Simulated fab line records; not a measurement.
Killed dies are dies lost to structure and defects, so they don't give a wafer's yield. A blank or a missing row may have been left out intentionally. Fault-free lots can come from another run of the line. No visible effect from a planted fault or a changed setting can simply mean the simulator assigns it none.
What tool caused it?    flow gf180mcu    36 wafers from 12 lots sampled at 6 of the route's 602 steps

== WHAT THE GAUGES READ, wafer by wafer ==
GF_STI_CD_MEAS_12 targets a cd of 220 nm.
lot   measured     on         cd-nm (nm)
L242  day 2 11:20  cd-sem-01  219.7 219.9 219.5
L243  day 2 16:58  cd-sem-02  219.9 220.0 219.8
L244  day 2 22:31  cd-sem-02  219.7 220.0 218.9
L245  day 3 02:44  cd-sem-01  221.6 222.1 221.4
L247  day 3 14:35  cd-sem-02  220.7 221.6 221.6
L248  day 3 19:08  cd-sem-01  219.4 218.5 219.1
L252  day 4 16:08  cd-sem-01  219.9 220.1 217.9
L257  day 5 17:13  cd-sem-02  221.7 221.5 221.8
L259  day 6 02:56  cd-sem-01  220.0 219.4 221.0
L260  day 6 09:41  cd-sem-02  218.7 218.6 218.2
L262  day 6 18:50  cd-sem-01  217.8 218.1 217.3
L263  day 7 04:11  cd-sem-02  222.7 221.9 221.7

GF_STI_THK_MEAS_22.
lot   measured     on             STI_OXIDATION_01_THK (nm)
L242  day 2 13:12  film-metro-03  15.21 15.34 15.14
L243  day 2 18:48  film-metro-03  14.60 14.77 14.72
L244  day 3 00:21  film-metro-02  14.92 15.03 14.82
L245  day 3 04:35  film-metro-03  14.94 14.99 15.00
L247  day 3 16:26  film-metro-02  14.89 14.96 15.06
L248  day 3 20:59  film-metro-04  15.25 15.21 15.11
L252  day 4 18:17  film-metro-02  14.71 14.56 14.87
L257  day 5 19:03  film-metro-02  15.48 15.41 15.54
L259  day 6 06:17  film-metro-02  15.03 15.23 15.05
L260  day 6 11:32  film-metro-03  15.28 15.21 15.13
L262  day 6 20:40  film-metro-03  15.15 15.04 15.16
L263  day 7 06:24  film-metro-03  15.53 15.56 15.55

GF_MVSD_TW_MEAS_11.
lot   measured      on             MVSD_TW
L242  day 4 21:07   film-metro-02  1603 1600 1601
L243  day 5 05:02   film-metro-02  1589 1597 1592
L244  day 5 09:49   film-metro-01  1570 1561 1567
L245  day 5 15:16   film-metro-01  1562 1569 1572
L247  day 6 05:13   film-metro-04  1585 1582 1580
L248  day 6 08:37   film-metro-01  1569 1575 1580
L252  day 7 08:28   film-metro-01  1611 1626 1619
L257  day 8 12:59   film-metro-04  1594 1598 1601
L259  day 9 01:52   film-metro-04  1597 1599 1598
L260  day 9 09:04   film-metro-01  1571 1579 1573
L262  day 9 18:08   film-metro-02  1596 1592 1587
L263  day 10 05:58  film-metro-02  1591 1596 1595

GF_VT_IMPLANT_RS_MEAS_46: the measuring method here is four-point-probe.
lot   measured      on             MVSD_RS (ohm/sq)
L242  day 8 01:41   film-metro-02  458.4 458.6 457.8
L243  day 8 09:52   film-metro-04  456.6 455.9 455.9
L244  day 8 17:19   film-metro-04  455.0 456.1 455.3
L245  day 8 23:07   film-metro-01  458.0 458.5 458.5
L247  day 9 13:14   film-metro-01  455.8 456.7 457.5
L248  day 9 17:55   film-metro-01  455.9 455.5 455.3
L252  day 10 21:43  film-metro-02  431.4 430.6 432.4
L257  day 12 06:35  film-metro-01  455.1 454.0 454.9
L259  day 12 21:58  film-metro-01  458.4 459.1 456.8
L260  day 13 05:34  film-metro-01  454.1 454.2 454.5
L262  day 13 16:34  film-metro-02  456.0 457.0 456.6
L263  day 14 06:20  film-metro-01  458.1 457.0 457.6

== WHICH TOOL RAN EACH LOT (tool, then ch and the chambers of the sampled wafers, then the start) ==
lot   GF_STI_ETCH_14                   GF_MVSD_IMPLANT_08
L242  rie-si-02 ch 0,2, day 2 11:32    implanter-02 ch 0, day 4 20:43
L243  rie-si-02 ch 0,1,2, day 2 17:08  implanter-03 ch 0, day 5 04:40
L244  rie-si-02 ch 0,2, day 2 22:41    implanter-03 ch 0, day 5 09:25
L245  rie-si-01 ch 2,3, day 3 02:56    implanter-04 ch 0, day 5 14:52
L247  rie-si-02 ch 0,2,3, day 3 14:47  implanter-03 ch 0, day 6 04:49
L248  rie-si-02 ch 0,1,3, day 3 19:20  implanter-04 ch 0, day 6 08:13
L252  rie-si-01 ch 1,2,3, day 4 16:20  implanter-04 ch 0, day 7 08:04
L257  rie-si-01 ch 1,3, day 5 17:23    implanter-02 ch 0, day 8 12:36
L259  rie-si-02 ch 1,2,3, day 6 03:08  implanter-02 ch 0, day 9 01:28
L260  rie-si-02 ch 0,3, day 6 09:53    implanter-03 ch 0, day 9 08:40
L262  rie-si-01 ch 0,2,3, day 6 18:59  implanter-03 ch 0, day 9 17:46
L263  rie-si-02 ch 0,2,3, day 7 04:23  implanter-02 ch 0, day 10 05:34
- GF_STI_ETCH_14: etches Si in HBr/Cl2/O2, target depth 360 nm, time 102.9 s.
- GF_MVSD_IMPLANT_08

== AS READ BY THE TOOLS THEMSELVES (means over the sampled wafers that have a number; for cases with no such wafer, the mark the record gives instead) ==
GF_STI_ETCH_14.
lot   tool       HBr_flow_sccm (sccm)  drypump-motor-current-A (A)  oes-product-au (a.u.)  throttle-valve-pct (%)
L242  rie-si-02  149.4                 5.3                          1.007                  25.659
L243  rie-si-02  150.3                 5.6                          0.999                  25.661
L244  rie-si-02  149.7                 5.2                          1.016                  25.644
L245  rie-si-01  149.6                 5.8                          1.003                  25.653
L247  rie-si-02  149.6                 5.4                          1.024                  25.639
L248  rie-si-02  150.1                 5.8                          1.014                  25.648
L252  rie-si-01  150.2                 5.6                          1.009                  25.653
L257  rie-si-01  149.9                 5.7                          1.012                  25.642
L259  rie-si-02  149.9                 5.7                          1.007                  25.644
L260  rie-si-02  150.2                 5.5                          1.016                  25.645
L262  rie-si-01  149.9                 5.9                          1.014                  25.641
L263  rie-si-02  150.0                 5.4                          1.007                  25.651

GF_MVSD_IMPLANT_08.
lot   tool          beam-on-s (s)  end-station-pressure-torr (Torr)  faraday-current-uA
L242  implanter-02  9.95           4.99e-06                          90.7
L243  implanter-03  9.79           5.28e-06                          92.2
L244  implanter-03  9.82           4.94e-06                          91.7
L245  implanter-04  10.06          4.95e-06                          89.9
L247  implanter-03  10.19          4.68e-06                          88.4
L248  implanter-04  10.10          5.11e-06                          89.4
L252  implanter-04  11.26          7.60e-05                          78.3
L257  implanter-02  10.08          4.98e-06                          89.7
L259  implanter-02  9.76           5.03e-06                          92.4
L260  implanter-03  9.99           5.14e-06                          90.0
L262  implanter-03  9.89           4.89e-06                          91.3
L263  implanter-02  10.14          5.14e-06                          89.0

== THE ANSWER, worked out from the rows above alone ==
Rule: the lots themselves supply what counts as usual. Put in order of their means at a reading, lots are off if they are a third of the lots or fewer, leave a main group of 4 or more, and stand apart from it by a gap of 3 or more times the standard deviation of the main group's means; of several such gaps the widest counts. The tables above print the reading to a certain number of digits; a main group whose means all agree to those digits is not used. A lot without any number at a reading at which 4 lots or more have one is off too. The other lots that the step has rows for count as sound. Order of review: gauges by route order, followed by the tools' own readings, for which a lot's mean as printed above is used. The first step at which some lot is off is used, and at that step the reading that is off furthest; a lot without a number counts as furthest.
Off: L252, seen at GF_VT_IMPLANT_RS_MEAS_46 (MVSD_RS). For the main group the mean is 456.5 ohm/sq and the standard deviation 1.4.
A tool fits if, at a process step before that reading, it ran every lot that is off, and no sound lot after the first of them. Not tried: the gauges at GF_VT_IMPLANT_RS_MEAS_46; whatever is off there is also off at GF_MVSD_IMPLANT_08, on other tools, and gauge error can't account for it. One fits: GF_MVSD_IMPLANT_08 on implanter-04. Its last sound lot is L248 (day 6 08:13), its first lot that is off L252 (day 7 08:04): a fault that began between those two fits.
The tool's own readings at GF_MVSD_IMPLANT_08 bear it out: on the lots that are off they differ by more than 5 times the standard deviation of the sound lots' means. beam-on-s reads 11.26 s there against 9.98 s on the sound lots; end-station-pressure-torr reads 7.60e-05 Torr there against 5.01e-06 Torr on the sound lots; faraday-current-uA reads 78.3 there against 90.4 on the sound lots.

== WHAT THE SIMULATOR PUT IN ==
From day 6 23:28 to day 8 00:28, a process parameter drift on implanter-04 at GF_MVSD_IMPLANT_08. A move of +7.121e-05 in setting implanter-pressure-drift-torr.
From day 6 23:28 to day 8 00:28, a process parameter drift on implanter-04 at GF_MVSD_IMPLANT_08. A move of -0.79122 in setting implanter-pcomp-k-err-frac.
Shown lots that were struck: L252. Same finding as the rule above.
